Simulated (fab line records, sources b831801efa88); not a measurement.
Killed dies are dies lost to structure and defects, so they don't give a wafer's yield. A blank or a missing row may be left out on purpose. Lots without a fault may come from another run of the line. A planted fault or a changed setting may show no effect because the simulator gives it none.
Problem report in the 8D (eight disciplines) form, filled by code | flow sky130 | the parts of the form that need people (team, actions taken, sign-off) are left out

1. THE PROBLEM
cd_nm at SKY_VT_ADJUST_HVTR_CD_MEAS_07 reads a mean of 400.8 nm on 3 wafers of 3 lots; wafers without a fault read 380.5 nm with a standard deviation of 2.5. That is +8.1 standard deviations from the usual mean.
The step: target cd 380 nm.
First seen on wafer L222.5, day 12 05:23, on cd_sem-01. The record holds 42 wafers of 14 lots with a number at this step. Rule for "out", or "out of limits": more than 4 standard deviations from the usual mean. The other wafers with a number count as sound.

2. WHAT IT IS AND WHAT IT IS NOT
question                    | is                     | is not
which readings at this step | cd_nm                  | -
which lots                  | L222, L223, L224       | L214, L216, L217, L218, L227, L230, L231, L232, L233, L235, L236
which wafers of those lots  | L222.5, L223.5, L224.3 | L222.2, L222.4, L223.1, L223.6, L224.2, L224.6
read on which gauges        | cd_sem-01, cd_sem-02   | -
when                        | from day 12 05:23      | up to then (14 sound wafers); but 25 sound wafers of L223, L224, L227, L230, L231, L232, L233, L235, L236 came after

3. SUSPECTS, AND WHAT RULES EACH OUT
Counting: a tool at a process step up to the reading stays a suspect if it ran every lot that is out. Sound lots after the first of them don't rule it out here, since some wafers of a struck lot are sound.
- the gauge at SKY_VT_ADJUST_HVTR_CD_MEAS_07: ruled out. The wafers that are out were read on 2 gauges (cd_sem-01, cd_sem-02).
- litho_track-02 at SKY_VT_ADJUST_HVTR_DEVELOP_06 (develop time 60 s): kept. It ran every lot that is out, first L222 (day 12 05:15); its last sound lot up to then is L218 (day 11 00:34).
Left after counting: litho_track-02 at SKY_VT_ADJUST_HVTR_DEVELOP_06.

4. THE CAUSE (what the simulator had put in)
Process parameter drift: litho_track-02, from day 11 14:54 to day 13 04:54, at SKY_VT_ADJUST_HVTR_DEVELOP_06. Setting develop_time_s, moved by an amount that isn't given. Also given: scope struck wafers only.
Counting left only this tool.

5. THE CHAIN OF EFFECTS, in route order
Each row: a reading whose mean over the struck wafers that have a number lies more than 3 standard deviations from the usual. Only readings for which the record gives a usual standard deviation are gone through. hours: the time from each lot's start at the first step in this table that gives one to its start at this step, as a median over the lots. sigmas: the change in usual standard deviations.
hours | step                          | reading | usual    | on struck wafers | change | sigmas
0     | SKY_VT_ADJUST_HVTR_CD_MEAS_07 | cd_nm   | 380.5 nm | 400.8            | +20.3  | +8.1
Later measuring or inspecting steps at which every struck wafer that the step has a row for has a number for every such reading, and none has moved that far: SKY_SONOS_ONO_CD_MEAS_13.

6. WHAT WOULD HAVE CAUGHT IT SOONER
In this record the first reading out of limits at a measuring or inspecting step was taken at day 12 05:23, 14 hours after the fault began at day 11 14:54.
Of the lots that are out (3), L223, L224 began SKY_VT_ADJUST_HVTR_DEVELOP_06 on litho_track-02 after day 12 05:23. A hold on the tool at that time would have spared those 2.
